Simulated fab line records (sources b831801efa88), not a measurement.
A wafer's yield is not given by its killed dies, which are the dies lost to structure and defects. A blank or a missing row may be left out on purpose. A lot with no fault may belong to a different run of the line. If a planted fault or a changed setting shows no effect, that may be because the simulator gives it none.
Which tool did it? ; flow gf180mcu ; 14 lots with 42 wafers sampled at 5 steps, on a route of 602 steps

== WHAT EACH GAUGE READ, for each wafer ==
GF_POLY_GATE_THK_MEAS_01.
lot;measured;on;POLY_GATE_CVD_00_THK (nm)
L690;day 8 12:49;filmMetro-03;200.8 201.2 201.6
L691;day 8 20:22;filmMetro-03;202.6 203.9 202.6
L693;day 9 09:13;filmMetro-04;197.2 198.0 198.1
L699;day 11 00:13;filmMetro-03;199.1 198.2 198.4
L700;day 11 05:32;filmMetro-02;201.6 198.2 200.0
L701;day 11 13:24;filmMetro-04;200.3 201.1 200.6
L705;day 12 17:46;filmMetro-03;200.8 201.3 200.1
L707;day 13 11:59;filmMetro-03;202.0 201.8 202.3
L708;day 13 14:59;filmMetro-04;198.7 197.3 198.0
L709;day 14 00:13;filmMetro-04;198.8 198.2 199.4
L710;day 14 04:31;filmMetro-03;200.1 198.9 198.6
L711;day 14 12:27;filmMetro-04;201.8 200.9 201.9
L712;day 14 18:59;filmMetro-02;201.5 202.7 201.3
L713;day 15 02:19;filmMetro-03;200.2 201.8 202.8

GF_HV_LDD_OVL_MEAS_47.
lot;measured;on;HV_LDD_03_OVL (nm)
L690;day 12 12:32;overlay-01;-2.2 -0.2 -3.1
L691;day 12 18:08;overlay-02;2.6 2.2 1.7
L693;day 13 09:46;overlay-01;-0.6 -1.1 -1.2
L699;day 15 07:17;overlay-01;0.1 0.2 1.7
L700;day 15 13:53;overlay-02;1.3 2.3 2.0
L701;day 15 23:08;overlay-02;1.6 1.6 1.6
L705;day 17 09:02;overlay-02;2.4 0.9 1.1
L707;day 18 06:13;overlay-02;1.3 0.3 1.5
L708;day 18 09:35;overlay-01;-1.5 -0.7 0.9
L709;day 18 19:21;overlay-01;-0.5 0.2 -0.5
L710;day 19 00:20;overlay-01;-1.0 -0.9 -1.0
L711;day 19 10:32;overlay-01;4.1 2.0 0.8
L712;day 19 18:35;overlay-02;0.8 1.1 1.5
L713;day 20 01:29;overlay-01;0.4 1.0 -1.5

GF_HV_LDD_TW_MEAS_50.
lot;measured;on;HV_LDD_4_TW
L690;day 12 12:49;filmMetro-03;559 564 559
L691;day 12 18:25;filmMetro-04;566 566 568
L693;day 13 10:03;filmMetro-04;568 566 564
L699;day 15 07:37;filmMetro-04;568 569 569
L700;day 15 14:10;filmMetro-03;541 541 543 540 542 540
L701;day 15 23:25;filmMetro-01;551 551 550 552 553 552
L705;day 17 09:19;filmMetro-03;562 562 563
L707;day 18 06:31;filmMetro-04;567 567 563
L708;day 18 09:52;filmMetro-03;567 565 563
L709;day 18 19:39;filmMetro-03;566 566 564
L710;day 19 00:38;filmMetro-01;568 568 571
L711;day 19 10:49;filmMetro-03;561 563 567
L712;day 19 18:52;filmMetro-03;560 562 568
L713;day 20 01:46;filmMetro-04;563 565 563

GF_HV_LDD_THK_MEAS_55.
lot;measured;on;HV_LDD_CVD_54_THK (nm)
L690;day 12 14:09;filmMetro-03;10.09 9.85 10.01
L691;day 12 20:15;filmMetro-04;10.09 10.11 10.07
L693;day 13 11:22;filmMetro-04;9.95 10.05 10.04
L699;day 15 08:56;filmMetro-03;9.67 9.72 9.83
L700;day 15 18:56;filmMetro-04;9.96 9.82 9.88
L701;day 16 01:19;filmMetro-04;9.75 9.81 9.74
L705;day 17 10:38;filmMetro-01;9.91 9.90 9.85
L707;day 18 07:50;filmMetro-04;10.26 10.17 10.12
L708;day 18 11:11;filmMetro-04;9.90 9.86 10.07
L709;day 18 21:35;filmMetro-03;10.32 10.30 10.27
L710;day 19 01:57;filmMetro-01;10.02 9.80 9.85
L711;day 19 12:08;filmMetro-01;10.23 10.08 10.18
L712;day 19 20:11;filmMetro-04;10.01 10.07 10.19
L713;day 20 03:05;filmMetro-03;10.12 10.01 10.10

== WHICH TOOL RAN EACH LOT (tool, then ch and the chambers of the sampled wafers, then the start) ==
lot;GF_HV_LDD_IMPLANT_48
L690;implanter-04 ch 0, day 12 12:35
L691;implanter-02 ch 0, day 12 18:11
L693;implanter-02 ch 0, day 13 09:48
L699;implanter-04 ch 0, day 15 07:19
L700;implanter-04 ch 0, day 15 13:56
L701;implanter-04 ch 0, day 15 23:10
L705;implanter-02 ch 0, day 17 09:04
L707;implanter-02 ch 0, day 18 06:17
L708;implanter-01 ch 0, day 18 09:38
L709;implanter-02 ch 0, day 18 19:27
L710;implanter-04 ch 0, day 19 00:23
L711;implanter-01 ch 0, day 19 10:34
L712;implanter-02 ch 0, day 19 18:38
L713;implanter-01 ch 0, day 20 01:33
- GF_HV_LDD_IMPLANT_48

== WHAT THE TOOLS THEMSELVES READ (means of the sampled wafers that have a number; where no wafer has one, the mark that the record gives instead) ==
GF_HV_LDD_IMPLANT_48.
lot;tool;beamEnergyKeV;beamOnS (s);tiltDeg (degrees)
L690;implanter-04;24.988;10.04;7.023
L691;implanter-02;25.005;10.21;7.005
L693;implanter-02;25.001;10.02;6.997
L699;implanter-04;24.993;9.99;7.016
L700;implanter-04;21.271;10.01;7.011
L701;implanter-04;21.264;9.86;6.999
L705;implanter-02;24.998;9.93;7.007
L707;implanter-02;24.994;9.99;7.021
L708;implanter-01;24.997;10.01;6.988
L709;implanter-02;25.004;10.27;6.971
L710;implanter-04;25.001;9.91;7.013
L711;implanter-01;25.001;9.95;7.007
L712;implanter-02;24.999;10.10;7.012
L713;implanter-01;24.987;10.01;6.996

== THE ANSWER, worked out from the rows above alone ==
Rule: usual is defined by the lots themselves. Put in order of their means at a reading, lots are off if they are a third of the lots or fewer, leave a main group of 4 or more, and stand apart from it by a gap of 3 or more times the standard deviation of the main group's means; of several such gaps the widest counts. The tables above print the reading to a certain number of digits; a main group whose means all agree to those digits is not used. A lot without any number at a reading at which 4 lots or more have one is off too. Any other lot the step has rows for is counted as sound. First the gauges in route order, then the tools' own readings, where a lot's mean is used as printed above. At the first step where some lot is off, the reading lying furthest off is the one used; lots without a number count as furthest.
Off: at GF_HV_LDD_TW_MEAS_50 (HV_LDD_4_TW), L700, L701. The main group: mean 565, standard deviation 2.3.
A tool fits if, at a process step before that reading, it ran every lot that is off, and no sound lot after the first of them. The gauges at GF_HV_LDD_TW_MEAS_50 aren't tried: what is off there is off at GF_HV_LDD_IMPLANT_48 too, on other tools, and a gauge's error can't cause that. None of those tried fits.

== WHAT WAS PUT IN BY THE SIMULATOR ==
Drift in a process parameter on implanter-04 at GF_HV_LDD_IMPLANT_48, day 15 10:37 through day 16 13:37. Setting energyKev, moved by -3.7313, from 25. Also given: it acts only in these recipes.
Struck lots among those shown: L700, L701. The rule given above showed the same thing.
